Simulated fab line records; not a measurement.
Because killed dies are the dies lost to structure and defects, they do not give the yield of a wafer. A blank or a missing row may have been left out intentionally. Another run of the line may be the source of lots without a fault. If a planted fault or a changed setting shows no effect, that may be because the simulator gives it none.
Which of the tools did it?	flow sky130	39 wafers from 13 lots sampled at 4 of the route's 708 steps

== WHAT THE GAUGES READ, wafer by wafer ==
SKY_VIA3_BOW_MEAS_03.
lot	measured	on	VIA3_BOW (um)
L993	day 38 18:25	filmMetro-01	82 70 80
L994	day 39 00:51	filmMetro-01	78 87 84
L102	day 41 13:06	filmMetro-01	86 86 77
L104	day 42 01:21	filmMetro-02	71 71 79
L105	day 42 08:59	filmMetro-01	90 82 78
L106	day 42 16:55	filmMetro-03	70 67 76
L107	day 42 20:35	filmMetro-01	78 86 78
L110	day 43 19:33	filmMetro-01	66 81 72
L111	day 43 21:21	filmMetro-01	80 77 56
L112	day 44 07:28	filmMetro-03	86 87 78
L113	day 44 11:50	filmMetro-02	69 77 76
L114	day 44 23:19	filmMetro-01	78 73 68
L116	day 45 15:30	filmMetro-01	82 61 69

== WHICH TOOL RAN EACH LOT (tool, then ch and the chambers of the sampled wafers, then the start) ==
lot	SKY_LDD_N_IMPLANT_12	SKY_METAL3_SPUTTER_01	SKY_CAPM_METAL_ETCH_13
L993	implanter-03 ch 0, day 17 20:14	pvdSputter-03, day 36 13:47	rieMetal-01 ch 1, day 37 14:53
L994	implanter-04 ch 0, day 18 05:11	pvdSputter-02, day 36 19:50	rieMetal-04 ch 0,1, day 37 21:46
L102	implanter-03 ch 0, day 21 06:40	pvdSputter-02, day 39 09:44	rieMetal-02 ch 0,1, day 40 10:35
L104	implanter-03 ch 0, day 21 22:38	pvdSputter-02, day 39 21:12	rieMetal-01 ch 0,1, day 40 22:49
L105	implanter-02 ch 0, day 22 07:09	pvdSputter-01, day 40 05:55	rieMetal-02 ch 0,1, day 41 06:02
L106	implanter-04 ch 0, day 22 20:18	pvdSputter-02, day 40 13:50	rieMetal-04 ch 0,1, day 41 14:42
L107	implanter-02 ch 0, day 23 03:53	pvdSputter-03, day 40 18:40	rieMetal-02 ch 1, day 41 18:56
L110	implanter-03 ch 0, day 24 04:11	pvdSputter-02, day 41 18:00	rieMetal-04 ch 0,1, day 42 17:41
L111	implanter-04 ch 0, day 24 08:28	pvdSputter-02, day 41 20:48	rieMetal-02 ch 0,1, day 42 20:01
L112	implanter-03 ch 0, day 24 18:50	pvdSputter-02, day 42 06:38	rieMetal-02 ch 0,1, day 43 06:20
L113	implanter-03 ch 0, day 25 01:17	pvdSputter-01, day 42 10:47	rieMetal-02 ch 0,1, day 43 10:32
L114	implanter-03 ch 0, day 25 17:29	pvdSputter-01, day 42 22:52	rieMetal-01 ch 0,1, day 43 22:08
L116	implanter-03 ch 0, day 26 17:50	pvdSputter-01, day 43 17:19	rieMetal-02 ch 0,1, day 44 15:30
- SKY_LDD_N_IMPLANT_12
- SKY_METAL3_SPUTTER_01: material TiN, target thk 20 nm, time 16.7 s.
- SKY_CAPM_METAL_ETCH_13: etches TiN in Cl2/BCl3, stops on SiO2, target depth 220 nm, time 62.9 s.

== AS READ BY THE TOOLS THEMSELVES (means over the sampled wafers that have a number; for cases with no such wafer, the mark the record gives instead) ==
SKY_LDD_N_IMPLANT_12.
lot	tool	beamOnS (s)	doseIonsCm2	rotationDeg (degrees)
L993	implanter-03	9.97	5.000e+12	-0.024
L994	implanter-04	9.99	4.994e+12	-0.007
L102	implanter-03	10.05	5.005e+12	63.365
L104	implanter-03	9.89	4.999e+12	63.395
L105	implanter-02	10.12	5.008e+12	-0.006
L106	implanter-04	9.83	4.993e+12	0.006
L107	implanter-02	9.91	4.996e+12	0.019
L110	implanter-03	10.07	4.993e+12	-0.017
L111	implanter-04	9.95	5.000e+12	0.016
L112	implanter-03	9.93	4.995e+12	0.017
L113	implanter-03	9.99	4.997e+12	-0.010
L114	implanter-03	10.07	5.001e+12	-0.001
L116	implanter-03	10.03	4.996e+12	-0.019

SKY_METAL3_SPUTTER_01.
lot	tool	throttleValvePct (%)
L993	pvdSputter-03	30.2
L994	pvdSputter-02	30.7
L102	pvdSputter-02	30.8
L104	pvdSputter-02	30.9
L105	pvdSputter-01	29.5
L106	pvdSputter-02	30.6
L107	pvdSputter-03	31.2
L110	pvdSputter-02	30.9
L111	pvdSputter-02	31.0
L112	pvdSputter-02	30.3
L113	pvdSputter-01	28.7
L114	pvdSputter-01	28.5
L116	pvdSputter-01	28.6

SKY_CAPM_METAL_ETCH_13.
lot	tool	drypumpMotorCurrentA (A)	heBacksideLeakSccm (sccm)	oesProductAu (a.u.)	throttleValvePct (%)
L993	rieMetal-01	5.6	3.15	0.946	21.900
L994	rieMetal-04	6.0	3.40	0.936	21.896
L102	rieMetal-02	5.7	3.24	0.949	21.907
L104	rieMetal-01	5.7	2.99	0.944	21.902
L105	rieMetal-02	5.7	3.41	0.933	21.907
L106	rieMetal-04	6.0	3.39	0.937	21.900
L107	rieMetal-02	5.5	3.29	0.942	21.902
L110	rieMetal-04	6.4	3.42	0.944	21.895
L111	rieMetal-02	5.7	3.33	0.950	21.897
L112	rieMetal-02	5.6	3.19	0.937	21.905
L113	rieMetal-02	5.6	3.44	0.950	21.898
L114	rieMetal-01	5.9	3.12	0.944	21.890
L116	rieMetal-02	5.7	3.26	0.939	21.902

== THE ANSWER, worked out from the rows above alone ==
Rule: the lots themselves supply what counts as usual. Put in order of their means at a reading, lots are off if they are a third of the lots or fewer, leave a main group of 4 or more, and stand apart from it by a gap of 3 or more times the standard deviation of the main group's means; of several such gaps the widest counts. A main group whose means are all the same, to the digits that the tables above print for the reading, isn't used. Also off: a lot with no number at a reading for which 4 or more lots have one. Where the step has rows for the other lots, those lots are counted as sound. The gauges are gone through in route order, then the tools' own readings, and for those a lot's mean is taken as printed above. The first step at which some lot is off is used, and at that step the reading that is off furthest; a lot without a number counts as furthest.
Off, at SKY_LDD_N_IMPLANT_12 on rotationDeg: L102, L104. The main group: mean -0.002 degrees, standard deviation 0.014.
If a tool, at that step or one of the process steps before it, ran each lot that is off and ran no sound lot following the first of them, it fits. Of those tried, none fits.

== WHAT THE SIMULATOR PUT IN ==
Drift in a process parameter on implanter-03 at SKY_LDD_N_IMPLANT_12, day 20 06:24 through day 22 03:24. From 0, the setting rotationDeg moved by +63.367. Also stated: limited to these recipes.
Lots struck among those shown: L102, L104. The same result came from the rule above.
